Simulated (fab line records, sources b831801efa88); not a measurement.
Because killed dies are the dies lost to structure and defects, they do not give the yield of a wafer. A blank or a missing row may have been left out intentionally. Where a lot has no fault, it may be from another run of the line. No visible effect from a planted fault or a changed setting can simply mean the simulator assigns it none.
Matching of chambers :: flow gf180mcu :: GF_V4_CMP_04 on cmp-01: 4 sister chambers
The step polishes SiO2. 4 wafers are shown with their chamber, then 10 later ones without.

WAFERS, EACH WITH ITS CHAMBER
wafer: L087.1
chamber: 2
motorCurrentA (A): 10.4

wafer: L087.6
chamber: 3
motorCurrentA (A): 10.7

wafer: L089.2
chamber: 0
motorCurrentA (A): 14.2

wafer: L089.3
chamber: 1
motorCurrentA (A): 10.1

WAFERS WITH NO CHAMBER GIVEN
wafer: L089.5
motorCurrentA (A): 10.1

wafer: L090.1
motorCurrentA (A): 11.6

wafer: L090.4
motorCurrentA (A): 14.4

wafer: L090.6
motorCurrentA (A): 13.7

wafer: L094.1
motorCurrentA (A): 11.0

wafer: L094.2
motorCurrentA (A): 10.3

wafer: L094.5
motorCurrentA (A): 14.2

wafer: L097.2
motorCurrentA (A): 11.6

wafer: L097.4
motorCurrentA (A): 10.9

wafer: L097.5
motorCurrentA (A): 9.4

CHAMBER TAKEN BY EACH
wafer: L089.5
from the rows above: can't be placed: 1 or 2 or 3
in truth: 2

wafer: L090.1
from the rows above: can't be placed: 3 or 2 or 1
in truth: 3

wafer: L090.4
from the rows above: 0
in truth: 0

wafer: L090.6
from the rows above: 0
in truth: 0

wafer: L094.1
from the rows above: can't be placed: 3 or 2 or 1
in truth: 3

wafer: L094.2
from the rows above: can't be placed: 2 or 1 or 3
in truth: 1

wafer: L094.5
from the rows above: 0
in truth: 0

wafer: L097.2
from the rows above: can't be placed: 3 or 2 or 1
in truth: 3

wafer: L097.4
from the rows above: can't be placed: 3 or 2 or 1
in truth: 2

wafer: L097.5
from the rows above: can't be placed: 1 or 2 or 3
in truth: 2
Correct placement for 3 of the 10. Unplaceable from these rows: 7, with the true chamber sitting among the candidates in 7. Number placed wrongly: 0.
How it was worked out, from the rows above alone: a wafer's distance from a chamber is the root of the sum, over the readings, of the square of ((its reading less the chamber's mean) divided by the reading's scatter). The wafer belongs to the nearest chamber; if the next one is less than 2 further off, it can't be placed. A chamber's mean is the mean of its shown wafers. The scatter: root of mean squared gap, hidden wafer to nearest shown wafer, with one shown wafer a chamber.
